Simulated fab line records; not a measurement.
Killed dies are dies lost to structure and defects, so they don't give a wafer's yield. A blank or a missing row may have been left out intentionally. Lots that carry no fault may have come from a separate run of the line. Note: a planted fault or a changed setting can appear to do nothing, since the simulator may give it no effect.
8D (eight disciplines) problem report, filled in by code || flow sky130 || the parts of the form that need people (team, actions taken, sign-off) are left out

== 1. PROBLEM STATEMENT ==
Wafers without a fault read 15, standard deviation 4.7; killed-at-front-end at SKY_PAD_OPEN_PROBE_99 reads a mean of 78 on 6 wafers belonging to 2 lots. Relative to the usual mean, that is a shift of +13 standard deviations.
First observed at day 48 07:41: wafer L572.1, on prober-02. The record holds 6 wafers of 2 lots with a number at this step. By rule, "out" or "out of limits" means more than 4 standard deviations away from the usual mean. All remaining wafers that have a number are taken as sound.

== 2. WHAT IT IS AND WHAT IT IS NOT ==
{"question": "which readings at this step", "is": "killed-at-front-end, killed-dies", "is not": "killed_at_M4_up, killed-at-contacts, killed-at-other, killed-open"}
{"question": "which lots", "is": "L572, L574", "is not": "-"}
{"question": "which wafers of those lots", "is": "all that have a number", "is not": "-"}
{"question": "read on which tools", "is": "prober-02", "is not": "-"}
{"question": "when", "is": "from day 48 07:41", "is not": "up to then (0 sound wafers)"}

== 3. SUSPECTS, AND WHAT RULES EACH OUT ==
Counting: a tool at any process step up to the reading remains a suspect when it ran all the lots that are out and ran no sound lot after the first of those.
- rie-si-01 at SKY_POLY_GATE_ETCH_17 (etches poly-Si in HBr/Cl2, stops on SiO2, target depth 180 nm, time 70.5 s): kept. It ran every lot that is out, first L572 (day 20 02:47), and no sound lot after that.
- prober-02 at SKY_PAD_OPEN_PROBE_99: kept. It ran every lot that is out, first L572 (day 48 07:41), and no sound lot after that. Its own readings are out on those wafers: killed-at-front-end, killed-dies.
After counting, rie-si-01 at SKY_POLY_GATE_ETCH_17 and prober-02 at SKY_PAD_OPEN_PROBE_99 remain.

== 4. THE CAUSE (what the simulator had put in) ==
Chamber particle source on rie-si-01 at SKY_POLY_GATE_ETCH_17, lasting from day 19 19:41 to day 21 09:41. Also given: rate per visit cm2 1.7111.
Counting left 2 suspects, and this tool is among them.

== 5. THE CHAIN OF EFFECTS, in route order ==
Rows list readings where the struck wafers' mean (over those with a number) sits beyond 3 standard deviations from the usual. Only readings for which the record gives a usual standard deviation are gone through. hours: the time from each lot's start at the first step in this table that gives one to its start at this step, as a median over the lots. sigmas: the change in usual standard deviations.
{"hours": 0, "step": "SKY_PAD_OPEN_PROBE_99", "reading": "killed-at-front-end", "usual": 15, "on struck wafers": 78, "change": "+63", "sigmas": "+13"}
{"hours": 0, "step": "SKY_PAD_OPEN_PROBE_99", "reading": "killed-dies", "usual": 86, "on struck wafers": 139, "change": "+53", "sigmas": "+5.3"}
Process steps it contains:
- SKY_PAD_OPEN_PROBE_99

== 6. HOW IT WOULD HAVE BEEN CAUGHT EARLIER ==
684 hours passed between the start of the fault at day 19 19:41 and the first reading out of limits in this record, taken at day 48 07:41.
Of the tool readings at SKY_POLY_GATE_ETCH_17 for which the record gives a usual standard deviation, none was out on any struck wafer, so an alarm limit of 4 standard deviations on them would not have fired.
By day 48 07:41, every lot that is out (2) had started SKY_POLY_GATE_ETCH_17 on rie-si-01. A hold on the tool at that time would have spared none of them.
